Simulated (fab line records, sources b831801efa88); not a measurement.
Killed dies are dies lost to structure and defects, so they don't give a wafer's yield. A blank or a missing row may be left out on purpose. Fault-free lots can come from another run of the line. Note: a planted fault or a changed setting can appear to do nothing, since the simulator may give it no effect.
Struck lot and sound lot, side by side -- flow sky130 -- 15 steps out of a route of 708
Sound: the wafers L507.3, L507.4, L507.5. Struck: wafers L525.3, L525.6 (left out: L525.1, a lot-mate that was not struck); the cause follows at the end.
At each step with rows: each side's tool, then ch and its chambers, then its first start. Under that, the readings that differ: sound wafers -- struck wafers -- difference of the means -- sigmas: that difference in standard deviations of wafers without a fault.
alike: readings with means less than 2 such deviations apart, plus words and numbers identical on both sides. not compared: withheld readings, readings lacking a value on some wafer, bounds such as >300 that could conceal the same value, and numbers that have no deviation in the record and whose values overlap.
Wherever a step has rows on one side only, a row that says differs or no value, or a row with sigmas, the two part there. Numbers that don't overlap but have no deviation are shown without sigmas and don't part them. A reading that every wafer of one side lacks parts them only if that side has two wafers or more.

first, 8 steps without rows for these wafers: SKY_POLY_GATE_DEHYDRATE_05 (time 60 s); SKY_POLY_GATE_HMDS_06 (prime time 60 s); SKY_POLY_GATE_COAT_07 (resist thk 110 nm); SKY_POLY_GATE_COAT_08 (resist thk 450 nm); SKY_POLY_GATE_SOFTBAKE_09 (time 90 s); SKY_POLY_GATE_EXPOSE_10 (exposes mask P1M, target cd 150 nm); SKY_POLY_GATE_PEB_11; SKY_POLY_GATE_DEVELOP_12 (develop time 60 s).
SKY_POLY_GATE_CD_MEAS_13 targets a cd of 150 nm.
  sound: cdSem-02 at day 18 04:51; struck: cdSem-01 at day 24 10:56
  alike: cdNm
SKY_POLY_GATE_OVL_MEAS_14:
  sound: overlay-01 at day 18 04:57; struck: overlay-01 at day 24 11:04
  alike: POLY_GATE_OVL
SKY_POLY_GATE_ETCH_15: etches BARC in N2/H2, stops on SiO2, time 118.5 s, target depth 110 nm.
  sound on rieDiel-04 ch 1,2,3, day 18 04:58; struck on rieDiel-01 ch 1,3, day 24 11:05
  alike: chamberPressureMTorr, drypumpMotorCurrentA, oesProductAu, throttleValvePct
  not compared: rfHoursCounterH
SKY_POLY_GATE_ETCH_16: etches Si3N4 in CH3F/O2, stops on poly-Si, time 147.5 s, target depth 75 nm.
  sound on rieDiel-04 ch 1,2,3, day 18 05:03; struck on rieDiel-01 ch 1,3, day 24 11:10
reading,sound,struck,difference,sigmas
oesProductAu (a.u.),0.634 0.633 0.637,0.645 0.649,+0.012,+2
  alike: chamberPressureMTorr, drypumpMotorCurrentA, throttleValvePct
  not compared: rfHoursCounterH
SKY_POLY_GATE_ETCH_17: etches poly-Si in HBr/Cl2, stops on SiO2, target depth 180 nm, time 70.5 s.
  sound on rieSi-01 ch 1,2,3, day 18 05:09; struck on rieSi-01 ch 0, day 24 11:16
reading,sound,struck,difference,sigmas
overEtchFrac,0.56667 0.56667 0.56667,0.12386 0.12386,-0.44281,
model.etch.depthNm (nm),176.1 176.6 175.1,125.8 125.8,-50.1,
model.POLY_GATE.featureDepthNm (nm),176.1 176.6 175.1,125.8 125.8,-50.1,
model.KrF-thick_of_POLY_GATE_COAT_08.thkNm (nm),137 147.3 135.4,163.3 166.5,+25.0,
  alike: chamberPressureMTorr, drypumpMotorCurrentA, oesProductAu, throttleValvePct
  not compared: rfHoursCounterH
SKY_POLY_GATE_STRIP_18: strips in O2/N2.
  sound on plasmaAsher-03 ch 0,1, day 18 05:14; struck on plasmaAsher-01 ch 0,1, day 24 11:20
reading,sound,struck,difference,sigmas
stripTimeToEndpointS (s),3.14 3.25 3.11,3.40 3.44,+0.25,+5
  alike: chamberPressureMTorr, drypumpMotorCurrentA, oesProductAu
  not compared: rfHoursCounterH
then, 1 step without rows for these wafers: SKY_POLY_GATE_CLEAN_19 (cleans in SC1/SC2, time 150 s).

## WHERE THEY PART
At SKY_POLY_GATE_ETCH_16 first; at SKY_POLY_GATE_STRIP_18 last (within this record only).

WHY: the cause the simulator had injected
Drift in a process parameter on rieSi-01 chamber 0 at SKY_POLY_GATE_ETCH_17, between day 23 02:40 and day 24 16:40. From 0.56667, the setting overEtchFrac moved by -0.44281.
